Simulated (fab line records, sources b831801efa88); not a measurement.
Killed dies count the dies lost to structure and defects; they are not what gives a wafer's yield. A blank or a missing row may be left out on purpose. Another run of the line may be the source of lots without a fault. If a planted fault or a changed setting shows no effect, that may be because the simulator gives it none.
Matching of chambers || flow sky130 || SKY_VIA3_HDPCVD_00 on hdpcvd-01 has 3 sister chambers
The step deposits SiO2, target thk 1635 nm, time 272.5 s. 3 wafers are shown with their chamber, then 9 later ones without.

EACH WAFER AND ITS CHAMBER
{"wafer": "L374.5", "chamber": 0, "sih4-flow-sccm (sccm)": 60.20}
{"wafer": "L377.2", "chamber": 1, "sih4-flow-sccm (sccm)": 60.14}
{"wafer": "L377.5", "chamber": 2, "sih4-flow-sccm (sccm)": 60.20}

WAFERS WHOSE CHAMBER IS MISSING
{"wafer": "L381.3", "sih4-flow-sccm (sccm)": 60.02}
{"wafer": "L381.5", "sih4-flow-sccm (sccm)": 59.87}
{"wafer": "L381.6", "sih4-flow-sccm (sccm)": 60.06}
{"wafer": "L382.1", "sih4-flow-sccm (sccm)": 59.88}
{"wafer": "L382.3", "sih4-flow-sccm (sccm)": 60.25}
{"wafer": "L382.4", "sih4-flow-sccm (sccm)": 60.09}
{"wafer": "L383.2", "sih4-flow-sccm (sccm)": 59.86}
{"wafer": "L383.3", "sih4-flow-sccm (sccm)": 60.09}
{"wafer": "L383.4", "sih4-flow-sccm (sccm)": 60.11}

THE CHAMBER EACH PASSED THROUGH
{"wafer": "L381.3", "from the rows above": "can't be placed: 1 or 0 or 2", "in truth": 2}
{"wafer": "L381.5", "from the rows above": "can't be placed: 1 or 0 or 2", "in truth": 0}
{"wafer": "L381.6", "from the rows above": "can't be placed: 1 or 0 or 2", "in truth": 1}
{"wafer": "L382.1", "from the rows above": "can't be placed: 1 or 0 or 2", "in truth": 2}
{"wafer": "L382.3", "from the rows above": "can't be placed: 0 or 2 or 1", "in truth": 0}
{"wafer": "L382.4", "from the rows above": "can't be placed: 1 or 0 or 2", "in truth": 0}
{"wafer": "L383.2", "from the rows above": "can't be placed: 1 or 0 or 2", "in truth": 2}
{"wafer": "L383.3", "from the rows above": "can't be placed: 1 or 0 or 2", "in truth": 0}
{"wafer": "L383.4", "from the rows above": "can't be placed: 1 or 0 or 2", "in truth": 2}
Placed correctly: 0 of 9. Unplaceable from these rows: 9, with the true chamber sitting among the candidates in 9. 0 placed wrongly.
How it was worked out, from the rows above alone: a wafer's distance from a chamber is the root of the sum, over the readings, of the square of ((its reading less the chamber's mean) divided by the reading's scatter). The wafer belongs to the nearest chamber; if the next one is less than 2 further off, it can't be placed. Each chamber's mean is taken over the wafers shown for it. The scatter: root of mean squared gap, hidden wafer to nearest shown wafer, with one shown wafer a chamber.
